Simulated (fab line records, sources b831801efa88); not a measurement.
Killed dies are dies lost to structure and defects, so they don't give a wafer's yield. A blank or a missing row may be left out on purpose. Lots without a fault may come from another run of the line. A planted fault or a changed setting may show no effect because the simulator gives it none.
Which tool did it? | flow sky130 | 11 lots, 31 wafers sampled, at 2 steps of a route of 708

WHAT THE GAUGES READ, wafer by wafer
SKY_LOCAL_INTERCONNECT_RS_MEAS_01: measures by four-point-probe.
lot  | measured     | on            | LOCAL_INTERCONNECT_TIN_RS (ohm/sq)
L343 | day 29 05:02 | film_metro-01 | 14.12 14.16 14.24
L344 | day 29 08:34 | film_metro-03 | 14.12 14.02 14.27
L346 | day 30 04:45 | film_metro-03 | 13.89 14.04 13.99
L353 | day 32 14:40 | film_metro-03 | 13.47 13.45 13.48 13.42
L357 | day 34 07:02 | film_metro-01 | 14.22 13.28 14.24 13.26
L358 | day 34 06:16 | film_metro-01 | 14.08 14.05 14.15
L360 | day 34 23:11 | film_metro-04 | 14.09 13.95 14.04
L362 | day 35 13:59 | film_metro-01 | 14.25 14.20 14.11
L364 | day 36 04:39 | film_metro-01 | 14.10 14.00 14.07
L365 | day 36 12:28 | film_metro-03 | 14.04 14.14 14.10
L366 | day 36 23:23 | film_metro-03 | 14.25 14.19 14.18

WHICH TOOL RAN EACH LOT (tool, then ch and the chambers of the sampled wafers, then the start)
lot  | SKY_LOCAL_INTERCONNECT_SPUTTER_00
L343 | pvd_sputter-04, day 29 04:59
L344 | pvd_sputter-02, day 29 08:27
L346 | pvd_sputter-03, day 30 04:41
L353 | pvd_sputter-04, day 32 14:32
L357 | pvd_sputter-04, day 34 06:55
L358 | pvd_sputter-03, day 34 06:12
L360 | pvd_sputter-02, day 34 23:07
L362 | pvd_sputter-03, day 35 13:55
L364 | pvd_sputter-02, day 36 04:34
L365 | pvd_sputter-04, day 36 12:22
L366 | pvd_sputter-02, day 36 23:20
- SKY_LOCAL_INTERCONNECT_SPUTTER_00: material TiN, target thk 100 nm, time 83.3 s.

THE ANSWER, worked out from the rows above alone
Rule: what is usual is taken from the lots themselves. Put in order of their means at a reading, lots are off if they are a third of the lots or fewer, leave a main group of 4 or more, and stand apart from it by a gap of 3 or more times the standard deviation of the main group's means; of several such gaps the widest counts. A main group whose means are all the same, to the digits that the tables above print for the reading, isn't used. A lot without any number at a reading at which 4 lots or more have one is off too. The other lots that the step has rows for count as sound.
Off: L353, L357, at SKY_LOCAL_INTERCONNECT_RS_MEAS_01 (LOCAL_INTERCONNECT_TIN_RS). The main group: mean 14.11 ohm/sq, standard deviation 0.074.
A tool fits if, at a process step before that reading, it ran every lot that is off, and no sound lot after the first of them. The gauges at SKY_LOCAL_INTERCONNECT_RS_MEAS_01 are tried like those tools. None of those tried fits.

WHAT THE SIMULATOR HAD PUT IN
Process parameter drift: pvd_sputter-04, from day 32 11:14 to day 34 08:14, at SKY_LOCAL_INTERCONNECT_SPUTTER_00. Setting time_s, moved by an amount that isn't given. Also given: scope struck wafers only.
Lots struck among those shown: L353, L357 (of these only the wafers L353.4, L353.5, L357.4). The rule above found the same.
